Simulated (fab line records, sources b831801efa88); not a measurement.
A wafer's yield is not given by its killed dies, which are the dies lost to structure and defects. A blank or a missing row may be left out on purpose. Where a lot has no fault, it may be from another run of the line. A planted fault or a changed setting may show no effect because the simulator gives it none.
fab line records	flow sky130
record lots=13	wafers=39	lastDay=50
route steps=708 shown POLY_CUT@319 SD_N@354 LI_CONTACT@381 PAD_OPEN@708
lots that met no fault: from a run of the same line without faults
startH: hours from the record's first day to the start of the lot's first wafer shown	waitH: hours since the lot's step before	" as in the row above	L1.1+2: one row covering several wafers at once	- no value, or no start given	* or withheld: withheld	< > ~ a bound
route shown NAME@n: a module of which the file shows steps, and the number in the route of the first	usual: mean/standard deviation of fault-free wafers	same: alike in all rows	chamber/n: place in a boat	sites: the reading at each site	_std_site: the values' standard deviation	_edge_site: outer sites' mean less inner sites'	radiusMm: how far each site lies from the wafer's centre	mask NAME#n: copy n	behind: tool/chamber where the wafer was last shaped	hold: cause of the lot's hold/its duration in hours/its outcome	device: which transistor (n, p or np) failed to switch	end of line: the same wafers' tests at the end of the route	where a step has no rows: the recipe by itself	killed: count of dies lost to structure and defects at first sort (not the wafer's yield)	map: a wafer's dies, x killed, . not, _ none there
set.NAME: the setting the step ran with; set.NAME@STEP: the setting that earlier step ran with	model.NAME: the simulator's own value behind a step, which no gauge read
one table for each step of the route and one row for each wafer, over a sample of lots
services: from which hour (startH, from the record's first day; less than 0 if before it) a tool's chamber was out of use, for how many hours, and why
## steps
# step SKY_POLY_CUT_STRIP_12
# recipe chemistry=O2/N2	powerW=1400	pressureMtorr=1500	platenTempC=withheld	o2FlowSccm=3000	n2FlowSccm=300	overashFraction=0.5
# usual drypumpMotorCurrentA=6.0/0.52	oesProductAu=0.452/0.0048	stripTimeToEndpointS=5.356/0.015
lot.wafer	tool	chamber	startH	waitH	drypumpMotorCurrentA	oesProductAu	rfHoursCounterH	stripTimeToEndpointS
L347.2	plasmaAsher-02	0	546.49	0.0	5.4	0.451	44	5.358
L347.4	"	1	"	"	5.6	0.449	-	5.352
L347.5	"	0	"	"	5.4	0.448	-	5.369
L348.2	plasmaAsher-02	1	564.58	0.0	5.7	0.450	45	5.368
L348.3	"	1	"	"	5.7	0.451	-	5.376
L348.5	"	1	"	"	5.6	0.449	-	5.389
L350.1	plasmaAsher-02	1	576.78	0.0	5.7	0.446	47	5.339
L350.2	"	0	"	"	5.4	0.453	47	5.334
L350.6	"	1	"	"	5.7	0.449	-	5.337
L351.1	plasmaAsher-03	0	585.48	0.0	6.4	0.450	75	5.335
L351.2	"	1	"	"	5.3	0.449	75	5.342
L351.3	"	0	"	"	6.4	0.451	-	5.366
L360.1	plasmaAsher-04	1	669.04	0.0	6.5	0.459	103	5.337
L360.3	"	1	"	"	6.5	0.453	-	5.367
L360.6	"	1	"	"	6.5	0.449	-	5.358
L361.3	plasmaAsher-03	0	677.98	0.1	6.4	0.454	-	5.349
L361.5	"	1	"	"	5.3	0.448	-	5.348
L361.6	"	0	"	"	6.4	0.446	-	5.337
L362.1	plasmaAsher-04	1	678.88	0.0	6.5	0.450	104	5.350
L362.5	"	1	"	"	6.5	0.458	-	5.356
L362.6	"	0	"	"	6.4	0.442	-	5.362
L364.2	plasmaAsher-03	1	696.14	0.0	5.3	0.454	89	5.356
L364.4	"	0	"	"	6.4	0.448	-	5.348
L364.6	"	1	"	"	5.3	0.451	-	5.350
L365.1	plasmaAsher-03	0	707.84	0.0	6.4	0.450	90	5.343
L365.4	"	0	"	"	6.4	0.451	-	5.366
L365.5	"	1	"	"	5.2	0.450	-	5.386
L366.1	plasmaAsher-03	0	710.19	0.0	6.4	0.447	90	5.316
L366.2	"	1	"	"	5.3	0.447	90	5.349
L366.3	"	0	"	"	6.4	0.445	-	5.348
L367.1	plasmaAsher-03	0	715.74	0.0	6.4	0.458	91	5.350
L367.2	"	1	"	"	5.3	0.450	91	5.349
L367.4	"	0	"	"	6.4	0.449	-	5.367
L368.1	plasmaAsher-03	1	726.34	0.0	5.3	0.452	92	5.347
L368.2	"	0	"	"	6.4	0.452	92	5.374
L368.6	"	1	"	"	5.3	0.454	-	5.363
L370.2	plasmaAsher-03	1	736.54	0.0	5.3	0.449	93	5.347
L370.5	"	0	"	"	6.4	0.447	-	5.349
L370.6	"	1	"	"	5.3	0.450	-	5.369
# step SKY_SD_N_TW_MEAS_12
# usual SD_N_TW=3961/34
lot.wafer	tool	chamber	startH	waitH	SD_N_TW
L347.2	filmMetro-01	-	634.85	0.1	3989
L347.4	"	-	"	"	3987
L347.5	"	-	"	"	3966
L348.2	filmMetro-01	-	652.30	0.1	4027
L348.3	"	-	"	"	3995
L348.5	"	-	"	"	4009
L350.1	filmMetro-02	-	662.58	0.1	3972
L350.2	"	-	"	"	3963
L350.6	"	-	"	"	3971
L351.1	filmMetro-04	-	671.29	0.1	3941
L351.2	"	-	"	"	3972
L351.3	"	-	"	"	3947
L360.1	filmMetro-04	-	753.76	0.1	3925
L360.3	"	-	"	"	3944
L360.6	"	-	"	"	3944
L361.3	filmMetro-04	-	762.51	0.1	3924
L361.5	"	-	"	"	3906
L361.6	"	-	"	"	3908
L362.1	filmMetro-01	-	762.58	0.1	4027
L362.5	"	-	"	"	4014
L362.6	"	-	"	"	4029
L364.2	filmMetro-01	-	777.25	0.1	3979
L364.4	"	-	"	"	3986
L364.6	"	-	"	"	3998
L365.1	filmMetro-01	-	789.68	0.1	3996
L365.4	"	-	"	"	4016
L365.5	"	-	"	"	4014
L366.1	filmMetro-01	-	793.08	0.1	3993
L366.2	"	-	"	"	4001
L366.3	"	-	"	"	3990
L367.1	filmMetro-04	-	800.77	0.1	3940
L367.2	"	-	"	"	3957
L367.4	"	-	"	"	3965
L368.1	filmMetro-04	-	807.51	0.1	3968
L368.2	"	-	"	"	3956
L368.6	"	-	"	"	3957
L370.2	filmMetro-01	-	816.10	0.1	3940
L370.5	"	-	"	"	3941
L370.6	"	-	"	"	3954
# step SKY_LI_CONTACT_SPUTTER_19
# recipe material=Ti	targetThkNm=20	chamberPressurePa=5	powerW=2500	substrateTempC=200	timeS=106.37
# usual throttleValvePct=30.0/1
lot.wafer	tool	chamber	startH	waitH	throttleValvePct
L347.2	pvdSputter-02	-	665.57	0.0	30.2
L347.4	"	-	"	"	27.8
L347.5	"	-	"	"	30.2
L348.2	pvdSputter-01	-	682.68	0.0	29.0
L348.3	"	-	"	"	31.5
L348.5	"	-	"	"	30.1
L350.1	pvdSputter-01	-	692.34	0.0	28.8
L350.2	"	-	"	"	30.8
L350.6	"	-	"	"	30.3
L351.1	pvdSputter-02	-	700.98	0.0	30.5
L351.2	"	-	"	"	29.4
L351.3	"	-	"	"	27.8
L360.1	pvdSputter-01	-	783.23	0.0	29.2
L360.3	"	-	"	"	32.0
L360.6	"	-	"	"	30.6
L361.3	pvdSputter-03	-	791.03	0.0	31.7
L361.5	"	-	"	"	31.0
L361.6	"	-	"	"	29.3
L362.1	pvdSputter-03	-	791.35	0.0	30.5
L362.5	"	-	"	"	30.6
L362.6	"	-	"	"	29.8
L364.2	pvdSputter-03	-	805.10	0.0	30.9
L364.4	"	-	"	"	29.6
L364.6	"	-	"	"	31.5
L365.1	pvdSputter-03	-	818.38	0.0	29.9
L365.4	"	-	"	"	30.7
L365.5	"	-	"	"	29.4
L366.1	pvdSputter-03	-	821.30	0.0	31.6
L366.2	"	-	"	"	31.0
L366.3	"	-	"	"	29.3
L367.1	pvdSputter-02	-	828.47	0.0	29.6
L367.2	"	-	"	"	27.8
L367.4	"	-	"	"	29.3
L368.1	pvdSputter-01	-	835.63	0.0	30.1
L368.2	"	-	"	"	28.9
L368.6	"	-	"	"	31.9
L370.2	pvdSputter-02	-	844.04	0.0	29.5
L370.5	"	-	"	"	27.7
L370.6	"	-	"	"	29.5
# step SKY_LI_CONTACT_CVD_21
# recipe material=W	targetThkNm=400	timeS=120.56	tempC=403.5	pressureTorr=40
# usual chamberPressureTorr=39.99/0.087	heaterPowerW=852/91
lot.wafer	tool	chamber	startH	waitH	chamberPressureTorr	heaterPowerW	sinceWetCleanH
L347.2	cvdW-01	0	665.70	0.0	40.05	848	762
L347.4	"	0	"	"	40.05	839	-
L347.5	"	0	"	"	39.97	869	-
L348.2	cvdW-02	0	682.82	0.0	39.98	996	279
L348.3	"	1	"	"	39.84	733	-
L348.5	"	0	"	"	39.91	988	-
L350.1	cvdW-01	1	692.48	0.0	41.61	823	788
L350.2	"	0	"	"	41.57	849	788
L350.6	"	1	"	"	41.74	811	-
L351.1	cvdW-01	1	701.12	0.0	41.61	800	797
L351.2	"	1	"	"	41.48	815	-
L351.3	"	1	"	"	41.58	806	-
L360.1	cvdW-02	0	783.37	0.0	39.93	982	379
L360.3	"	0	"	"	40.05	996	-
L360.6	"	1	"	"	40.13	757	-
L361.3	cvdW-02	0	791.21	0.1	39.99	975	-
L361.5	"	1	"	"	39.89	758	-
L361.6	"	0	"	"	40.06	995	-
L362.1	cvdW-01	0	791.48	0.0	39.96	827	887
L362.5	"	0	"	"	39.96	826	-
L362.6	"	1	"	"	40.01	813	-
L364.2	cvdW-01	0	805.24	0.0	39.92	849	901
L364.4	"	0	"	"	40.11	867	-
L364.6	"	0	"	"	40.00	862	-
L365.1	cvdW-01	0	818.52	0.0	40.05	846	915
L365.4	"	0	"	"	40.08	846	-
L365.5	"	0	"	"	40.00	871	-
L366.1	cvdW-01	0	821.43	0.0	39.98	854	917
L366.2	"	1	"	"	39.87	834	917
L366.3	"	1	"	"	39.89	812	-
L367.1	cvdW-02	0	828.60	0.0	39.92	973	425
L367.2	"	1	"	"	40.09	745	425
L367.4	"	1	"	"	39.84	748	-
L368.1	cvdW-02	1	835.77	0.0	40.03	757	432
L368.2	"	0	"	"	39.98	966	432
L368.6	"	1	"	"	40.16	761	-
L370.2	cvdW-02	0	844.18	0.0	40.12	992	440
L370.5	"	0	"	"	40.13	985	-
L370.6	"	1	"	"	39.91	755	-
# step SKY_PAD_OPEN_PROBE_99
# usual killed_at_M0_to_M3=43/6.5	killed_at_M4_up=3.2/1.8	killedAtContacts=24/5	killedAtFrontEnd=15/4.1	killedAtOther=0.3/0.54	killedDies=85/9.3	killedOpen=47/7.2	killedShort=39/5.9
# same grossDies=492	killedAtBackSide=0
lot.wafer	tool	chamber	startH	waitH	killed_at_M0_to_M3	killed_at_M4_up	killedAtContacts	killedAtFrontEnd	killedAtOther	killedDies	killedOpen	killedShort
L347.2	prober-02	-	1065.43	0.1	42	3	17	14	0	76	37	39
L347.4	prober-02	-	1065.53	0.2	35	1	17	11	2	66	32	33
L347.5	prober-02	-	1065.58	0.2	43	10	15	15	1	84	50	32
L348.2	prober-01	-	1083.61	0.1	38	2	31	11	0	82	43	38
L348.3	prober-01	-	1083.66	0.2	49	2	29	11	0	91	52	38
L348.5	prober-01	-	1083.76	0.2	46	5	22	17	0	90	54	36
L350.1	prober-01	-	1086.69	0.1	33	2	21	14	0	70	37	32
L350.2	prober-01	-	1086.74	0.1	27	2	18	8	0	55	28	27
L350.6	prober-01	-	1086.94	0.2	35	2	16	20	1	74	35	39
L351.1	prober-02	-	1091.96	0.1	41	3	34	17	0	95	45	48
L351.2	prober-02	-	1092.01	0.1	41	3	30	13	0	87	56	31
L351.3	prober-02	-	1092.06	0.2	44	5	20	15	0	84	43	41
L360.1	prober-01	-	1152.46	0.1	51	3	22	21	1	98	48	50
L360.3	prober-01	-	1152.56	0.2	34	5	21	14	1	75	44	30
L360.6	prober-01	-	1152.71	0.2	45	2	26	19	0	92	59	33
L362.1	prober-02	-	1157.61	0.1	38	2	22	16	1	79	39	40
L362.5	prober-02	-	1157.81	0.2	47	3	23	15	0	88	47	41
L362.6	prober-02	-	1157.86	0.2	49	3	26	18	0	96	54	42
L361.3	prober-01	-	1159.21	0.2	42	1	22	15	1	81	46	35
L361.5	prober-01	-	1159.31	0.2	41	2	30	25	0	98	45	53
L361.6	prober-01	-	1159.36	0.2	39	1	32	13	0	85	53	31
L364.2	prober-01	-	1167.52	0.1	49	7	19	12	0	87	42	45
L364.4	prober-01	-	1167.62	0.2	42	1	23	7	0	73	45	28
L364.6	prober-01	-	1167.72	0.2	37	2	23	20	0	82	43	39
L365.1	prober-02	-	1177.37	0.1	38	4	21	12	1	76	38	36
L365.4	prober-02	-	1177.52	0.2	49	2	19	22	0	92	51	40
L365.5	prober-02	-	1177.57	0.2	42	5	18	13	0	78	34	43
L366.1	prober-01	-	1178.99	0.1	42	2	30	14	0	88	45	43
L366.2	prober-01	-	1179.04	0.1	45	3	27	8	0	83	45	38
L366.3	prober-01	-	1179.09	0.2	35	5	29	11	1	81	38	43
L367.1	prober-02	-	1184.23	0.1	37	3	16	18	2	76	41	35
L367.2	prober-02	-	1184.28	0.1	43	4	27	15	0	89	44	45
L367.4	prober-02	-	1184.38	0.2	50	6	27	15	0	98	59	39
L368.1	prober-01	-	1186.38	0.1	37	2	27	20	0	86	52	34
L368.2	prober-01	-	1186.43	0.1	35	6	26	23	0	90	48	42
L368.6	prober-01	-	1186.63	0.2	47	4	22	19	1	93	56	37
L370.2	prober-02	-	1191.72	0.1	41	2	25	12	1	81	44	36
L370.5	prober-02	-	1191.87	0.2	46	2	25	17	0	90	46	44
L370.6	prober-02	-	1191.92	0.2	46	4	21	11	0	82	42	40
# killed by level:class
L347.2 VIA1:geometricParticle:open=9 CONTACT:geometricParticle:open=9 METAL1:geometricParticle:short=8 VIA1:geometricParticle:short=6 METAL2:geometricParticle:short=5 VIA2:geometricParticle:open=5 FIELD_ISO:geometricParticle:short=3 FIELD_ISO:geometricParticle:open=3
L347.4 METAL2:geometricParticle:short=6 POLY_GATE:geometricParticle:open=5 LI_CONTACT:geometricParticle:open=5 CONTACT:geometricParticle:open=5 METAL1:geometricParticle:short=5 VIA1:geometricParticle:open=5 VIA2:geometricParticle:open=5 VIA3:geometricParticle:open=4
L347.5 VIA1:geometricParticle:open=8 VIA3:geometricParticle:open=8 VIA2:geometricParticle:open=7 LI_CONTACT:geometricParticle:open=6 METAL4:geometricParticle:short=6 POLY_GATE:geometricParticle:open=5 CONTACT:geometricParticle:open=4 METAL2:geometricParticle:short=4
L348.2 CONTACT:geometricParticle:open=11 VIA1:geometricParticle:open=9 LI_CONTACT:geometricParticle:open=8 METAL2:geometricParticle:short=7 VIA2:geometricParticle:open=5 LI_CONTACT:geometricParticle:short=4 LOCAL_INTERCONNECT:geometricParticle:short=4 CONTACT:geometricParticle:short=4
L348.3 VIA1:geometricParticle:open=15 CONTACT:geometricParticle:open=14 VIA2:geometricParticle:open=7 VIA3:geometricParticle:open=6 LOCAL_INTERCONNECT:geometricParticle:short=5 CONTACT:geometricParticle:short=5 VIA1:geometricParticle:short=4 METAL2:geometricParticle:short=4
L348.5 VIA1:geometricParticle:open=11 VIA2:geometricParticle:open=11 CONTACT:geometricParticle:open=6 FIELD_ISO:geometricParticle:open=5 FIELD_ISO:geometricParticle:short=5 LI_CONTACT:geometricParticle:open=5 CONTACT:geometricParticle:short=5 VIA1:geometricParticle:short=5
L350.1 VIA1:geometricParticle:open=13 LI_CONTACT:geometricParticle:open=9 METAL2:geometricParticle:short=7 CONTACT:geometricParticle:open=5 FIELD_ISO:geometricParticle:short=4 FIELD_ISO:geometricParticle:open=4 VIA1:geometricParticle:short=3 LI_CONTACT:geometricParticle:short=3
L350.2 CONTACT:geometricParticle:open=8 VIA1:geometricParticle:open=7 VIA3:geometricParticle:open=6 CONTACT:geometricParticle:short=4 METAL1:geometricParticle:short=3 LOCAL_INTERCONNECT:geometricParticle:short=3 VIA1:geometricParticle:short=3 FIELD_ISO:geometricParticle:short=2
L350.6 VIA1:geometricParticle:open=7 FIELD_ISO:geometricParticle:short=5 POLY_GATE:geometricParticle:short=5 LI_CONTACT:geometricParticle:open=5 VIA2:geometricParticle:open=5 VIA3:geometricParticle:short=5 FIELD_ISO:geometricParticle:open=4 VIA2:geometricParticle:short=4
L351.1 CONTACT:geometricParticle:open=16 VIA1:geometricParticle:open=10 LI_CONTACT:geometricParticle:open=6 CONTACT:geometricParticle:short=6 METAL1:geometricParticle:short=6 FIELD_ISO:geometricParticle:short=5 LOCAL_INTERCONNECT:geometricParticle:short=5 METAL2:geometricParticle:short=5
L351.2 CONTACT:geometricParticle:open=14 VIA1:geometricParticle:open=10 VIA2:geometricParticle:open=9 LI_CONTACT:geometricParticle:open=7 VIA3:geometricParticle:open=6 POLY_GATE:geometricParticle:open=5 LOCAL_INTERCONNECT:geometricParticle:short=4 METAL2:geometricParticle:short=4
L351.3 CONTACT:geometricParticle:open=8 VIA1:geometricParticle:short=8 VIA2:geometricParticle:open=7 METAL1:geometricParticle:short=6 VIA1:geometricParticle:open=6 LI_CONTACT:geometricParticle:open=5 VIA3:geometricParticle:open=5 FIELD_ISO:geometricParticle:open=4
L360.1 VIA1:geometricParticle:open=11 FIELD_ISO:geometricParticle:short=8 CONTACT:geometricParticle:open=7 VIA3:geometricParticle:open=7 LOCAL_INTERCONNECT:geometricParticle:short=6 VIA1:geometricParticle:short=6 METAL1:geometricParticle:short=5 POLY_GATE:geometricParticle:open=5
L360.3 CONTACT:geometricParticle:open=8 VIA1:geometricParticle:open=7 LI_CONTACT:geometricParticle:open=6 FIELD_ISO:geometricParticle:open=5 VIA1:geometricParticle:short=4 METAL1:geometricParticle:short=4 FIELD_ISO:geometricParticle:short=3 METAL2:geometricParticle:short=3
L360.6 VIA1:geometricParticle:open=14 CONTACT:geometricParticle:open=10 VIA3:geometricParticle:open=9 VIA2:geometricParticle:open=6 FIELD_ISO:geometricParticle:open=5 POLY_GATE:geometricParticle:short=5 LI_CONTACT:geometricParticle:open=5 POLY_GATE:geometricParticle:open=4
L362.1 CONTACT:geometricParticle:open=8 METAL1:geometricParticle:short=7 VIA1:geometricParticle:open=7 LI_CONTACT:geometricParticle:open=6 LOCAL_INTERCONNECT:geometricParticle:short=6 VIA3:geometricParticle:short=6 FIELD_ISO:geometricParticle:short=5 FIELD_ISO:geometricParticle:open=5
L362.5 VIA1:geometricParticle:open=12 LI_CONTACT:geometricParticle:open=9 METAL1:geometricParticle:short=8 VIA2:geometricParticle:open=6 CONTACT:geometricParticle:open=6 LOCAL_INTERCONNECT:geometricParticle:short=5 METAL2:geometricParticle:short=5 POLY_GATE:geometricParticle:open=4
L362.6 VIA1:geometricParticle:open=11 CONTACT:geometricParticle:open=10 VIA2:geometricParticle:open=8 METAL1:geometricParticle:short=7 VIA3:geometricParticle:open=7 POLY_GATE:geometricParticle:short=6 LI_CONTACT:geometricParticle:open=6 POLY_GATE:geometricParticle:open=5
L361.3 VIA2:geometricParticle:open=12 CONTACT:geometricParticle:open=11 FIELD_ISO:geometricParticle:open=5 LOCAL_INTERCONNECT:geometricParticle:short=5 VIA1:geometricParticle:open=5 VIA1:geometricParticle:short=5 METAL2:geometricParticle:short=5 METAL3:geometricParticle:short=4
L361.5 CONTACT:geometricParticle:open=13 FIELD_ISO:geometricParticle:short=10 VIA1:geometricParticle:open=9 VIA2:geometricParticle:open=7 CONTACT:geometricParticle:short=6 VIA1:geometricParticle:short=6 LI_CONTACT:geometricParticle:open=5 METAL1:geometricParticle:short=5
L361.6 CONTACT:geometricParticle:open=16 VIA1:geometricParticle:open=12 METAL1:geometricParticle:short=6 LI_CONTACT:geometricParticle:open=5 METAL2:geometricParticle:short=5 LI_CONTACT:geometricParticle:short=4 LOCAL_INTERCONNECT:geometricParticle:short=4 VIA2:geometricParticle:open=4
L364.2 VIA1:geometricParticle:open=9 VIA1:geometricParticle:short=8 CONTACT:geometricParticle:open=7 METAL2:geometricParticle:short=7 VIA2:geometricParticle:open=6 FIELD_ISO:geometricParticle:short=5 VIA3:geometricParticle:open=5 CONTACT:geometricParticle:short=5
L364.4 CONTACT:geometricParticle:open=12 VIA1:geometricParticle:open=9 LI_CONTACT:geometricParticle:open=7 METAL1:geometricParticle:short=7 VIA2:geometricParticle:open=7 FIELD_ISO:geometricParticle:short=6 VIA3:geometricParticle:open=6 METAL2:geometricParticle:short=6
L364.6 FIELD_ISO:geometricParticle:open=9 VIA1:geometricParticle:short=8 LI_CONTACT:geometricParticle:open=6 CONTACT:geometricParticle:open=6 VIA1:geometricParticle:open=6 VIA2:geometricParticle:open=6 CONTACT:geometricParticle:short=5 VIA3:geometricParticle:open=5
L365.1 VIA1:geometricParticle:open=9 LOCAL_INTERCONNECT:geometricParticle:short=6 CONTACT:geometricParticle:open=6 VIA2:geometricParticle:open=6 METAL1:geometricParticle:short=5 VIA3:geometricParticle:open=5 METAL4:geometricParticle:short=4 VIA2:geometricParticle:short=4
L365.4 VIA1:geometricParticle:open=11 METAL1:geometricParticle:short=10 CONTACT:geometricParticle:open=8 LI_CONTACT:geometricParticle:open=7 FIELD_ISO:geometricParticle:short=5 FIELD_ISO:geometricParticle:open=4 METAL3:geometricParticle:short=4 VIA2:geometricParticle:open=4
L365.5 VIA1:geometricParticle:open=7 METAL1:geometricParticle:short=6 VIA2:geometricParticle:open=6 CONTACT:geometricParticle:open=5 METAL3:geometricParticle:short=5 METAL2:geometricParticle:short=4 LOCAL_INTERCONNECT:geometricParticle:short=4 CONTACT:geometricParticle:short=4
L366.1 VIA1:geometricParticle:open=14 CONTACT:geometricParticle:open=9 LI_CONTACT:geometricParticle:open=9 METAL2:geometricParticle:short=7 LI_CONTACT:geometricParticle:short=5 CONTACT:geometricParticle:short=5 METAL1:geometricParticle:short=5 VIA2:geometricParticle:open=5
L366.2 VIA1:geometricParticle:open=11 CONTACT:geometricParticle:open=9 VIA2:geometricParticle:open=9 CONTACT:geometricParticle:short=7 METAL2:geometricParticle:short=4 LOCAL_INTERCONNECT:geometricParticle:short=4 METAL2:geometricParticle:open=4 VIA2:geometricParticle:short=4
L366.3 CONTACT:geometricParticle:open=12 LI_CONTACT:geometricParticle:open=8 VIA1:geometricParticle:short=7 VIA1:geometricParticle:open=6 METAL3:geometricParticle:short=5 POLY_GATE:geometricParticle:short=4 LI_CONTACT:geometricParticle:short=4 VIA2:geometricParticle:short=4
L367.1 VIA1:geometricParticle:open=9 METAL2:geometricParticle:short=7 CONTACT:geometricParticle:open=6 FIELD_ISO:geometricParticle:open=5 POLY_GATE:geometricParticle:open=4 VIA1:geometricParticle:short=4 CONTACT:geometricParticle:short=4 METAL2:geometricParticle:open=4
L367.2 VIA1:geometricParticle:open=12 CONTACT:geometricParticle:open=9 VIA1:geometricParticle:short=7 LI_CONTACT:geometricParticle:open=6 VIA3:geometricParticle:open=5 METAL2:geometricParticle:short=5 CONTACT:geometricParticle:short=5 VIA3:geometricParticle:short=5
L367.4 VIA1:geometricParticle:open=14 LI_CONTACT:geometricParticle:open=11 CONTACT:geometricParticle:open=7 FIELD_ISO:geometricParticle:short=6 VIA1:geometricParticle:short=6 VIA2:geometricParticle:open=6 FIELD_ISO:geometricParticle:open=5 VIA3:geometricParticle:open=5
L368.1 VIA1:geometricParticle:open=13 CONTACT:geometricParticle:open=12 FIELD_ISO:geometricParticle:short=7 VIA2:geometricParticle:open=6 METAL2:geometricParticle:short=6 POLY_GATE:geometricParticle:open=5 LI_CONTACT:geometricParticle:open=4 LOCAL_INTERCONNECT:geometricParticle:short=4
L368.2 VIA1:geometricParticle:open=9 CONTACT:geometricParticle:open=8 CONTACT:geometricParticle:short=8 VIA3:geometricParticle:open=8 POLY_GATE:geometricParticle:open=7 SPACER:geometricParticle:short=5 VIA2:geometricParticle:open=5 POLY_GATE:geometricParticle:short=4
L368.6 VIA1:geometricParticle:open=14 CONTACT:geometricParticle:open=9 POLY_GATE:geometricParticle:open=7 LI_CONTACT:geometricParticle:open=7 METAL1:geometricParticle:short=7 VIA3:geometricParticle:open=6 VIA2:geometricParticle:open=5 METAL2:geometricParticle:short=5
L370.2 VIA1:geometricParticle:open=11 LOCAL_INTERCONNECT:geometricParticle:short=10 CONTACT:geometricParticle:open=7 VIA2:geometricParticle:open=7 VIA1:geometricParticle:short=6 FIELD_ISO:geometricParticle:open=5 VIA3:geometricParticle:open=4 FIELD_ISO:geometricParticle:short=3
L370.5 VIA1:geometricParticle:open=11 VIA2:geometricParticle:open=7 LI_CONTACT:geometricParticle:open=6 METAL2:geometricParticle:short=5 LI_CONTACT:geometricParticle:short=5 CONTACT:geometricParticle:open=5 CONTACT:geometricParticle:short=5 VIA2:geometricParticle:short=5
L370.6 VIA1:geometricParticle:open=11 METAL1:geometricParticle:short=9 LI_CONTACT:geometricParticle:open=6 CONTACT:geometricParticle:open=6 VIA3:geometricParticle:open=6 VIA1:geometricParticle:short=5 CONTACT:geometricParticle:short=5 METAL3:geometricParticle:short=4
## services
tool	chamber	startH	hours	kind
plasmaAsher-04	-	536.58	4.3	pm
cvdW-01	-	547.68	6.9	pm
cvdW-01	1	580.34	1.2	repair
plasmaAsher-02	-	581.46	103.8	repair
cvdW-02	1	600.46	10.1	repair
pvdSputter-02	-	603.02	9.2	repair
pvdSputter-03	-	631.82	4.8	repair
pvdSputter-02	-	645.58	0.9	repair
plasmaAsher-02	-	648.52	0.9	repair
pvdSputter-03	-	655.87	1.9	repair
plasmaAsher-04	-	673.51	0.4	repair
cvdW-01	0	700.98	26.5	repair
plasmaAsher-04	-	733.75	9.0	pm
plasmaAsher-04	0	733.75	9.0	ventCycle
plasmaAsher-04	1	733.75	9.0	ventCycle
plasmaAsher-02	-	734.70	1.1	repair
pvdSputter-02	-	741.70	4.7	repair
plasmaAsher-04	0	742.75	-	clean
plasmaAsher-02	-	751.07	14.6	pm
cvdW-02	-	769.81	6.9	pm
pvdSputter-01	-	775.36	1.7	repair
pvdSputter-02	-	789.61	2.8	repair
plasmaAsher-02	-	796.57	3.4	repair
pvdSputter-01	-	801.59	0.9	repair
## key
firstSign step=SKY_LI_CONTACT_CVD_21	reading=chamberPressureTorr	direction=up	sigmas=19	usual=39.99	struck=41.60
effect none on later readings
metAt SKY_LI_CONTACT_CVD_21
struckLots L350,L351
testerLeftOut L350,L351
notActingAt SKY_POLY_CUT_STRIP_12,SKY_SD_N_TW_MEAS_12,SKY_LI_CONTACT_SPUTTER_19
onsetBetween 665.70 692.48
fault kind=processParameterDrift	tool=cvdW-01	chamber=-	onsetH=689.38	steps=SKY_LI_CONTACT_CVD_21	channel=pressureTorr	offset=1.6389	shape=step	endH=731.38	actsIn=theseRecipesOnly	stated=40
# testerLeftOut: of these lots the tester's yield and bins aren't shown, on N5 and GAA mostly nor the transistor test; their killed dies are dies lost to structure and defects alone, not to doping, threshold or leakage, so they don't give the yield
